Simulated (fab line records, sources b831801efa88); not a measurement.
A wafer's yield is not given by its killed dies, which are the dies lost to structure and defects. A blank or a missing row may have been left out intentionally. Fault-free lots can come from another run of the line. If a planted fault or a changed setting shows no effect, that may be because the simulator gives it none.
2 desks, one fault ; flow gf180mcu ; only its own numbers are on each desk; what lay behind them is given at the end

AT THE TOOL OWNER'S DESK: pvdSputter-02
The tool's own readings at GF_V5_SPUTTER_21 (material Ti, target thk 15 nm, time 80.02 s): means of the sampled wafers that have a number, for each lot that ran on this tool. A lot is out of limits, marked OUT, if its mean lies more than 4 standard deviations from the usual mean; the brackets give that distance.
Columns: A = cathodeDcPowerW at GF_V5_SPUTTER_21, usual 2500.0 W; B = throttleValvePct at GF_V5_SPUTTER_21, usual 29.7 %
lot;first seen here;A;B
L740;day 28 05:30;2500.4;29.2
L745;day 29 17:23;2500.6;29.6
L744;day 29 19:20;2499.8;29.1
L747;day 30 10:43;2499.8;28.9
This desk found nothing out of limits on any of the 4 lots.

METROLOGY DESK
What the gauges read for every lot (on any tool): the sampled wafers with a number, averaged. A lot is out of limits, marked OUT, if its mean lies more than 4 standard deviations from the usual mean; the brackets give that distance.
Columns: A = cdNm at GF_V5_CD_MEAS_14, usual 260.1 nm; B = V5_OVL at GF_V5_OVL_MEAS_15, usual -1 nm
lot;first seen here;A;B
L737;day 27 05:38;260.8;0
L740;day 28 04:33;261.2;2
L745;day 29 16:31;260.8;-1
L744;day 29 18:29;260.4;-4
L747;day 30 09:48;259.8;-2
L757;day 32 22:49;258.7;-1
L758;day 33 01:03;264.0;4
This desk found nothing out of limits on any of the 7 lots.

PUT TOGETHER
The tool owner's desk saw nothing out of limits.
The metrology desk saw nothing out of limits.

WHAT WAS PUT IN BY THE SIMULATOR
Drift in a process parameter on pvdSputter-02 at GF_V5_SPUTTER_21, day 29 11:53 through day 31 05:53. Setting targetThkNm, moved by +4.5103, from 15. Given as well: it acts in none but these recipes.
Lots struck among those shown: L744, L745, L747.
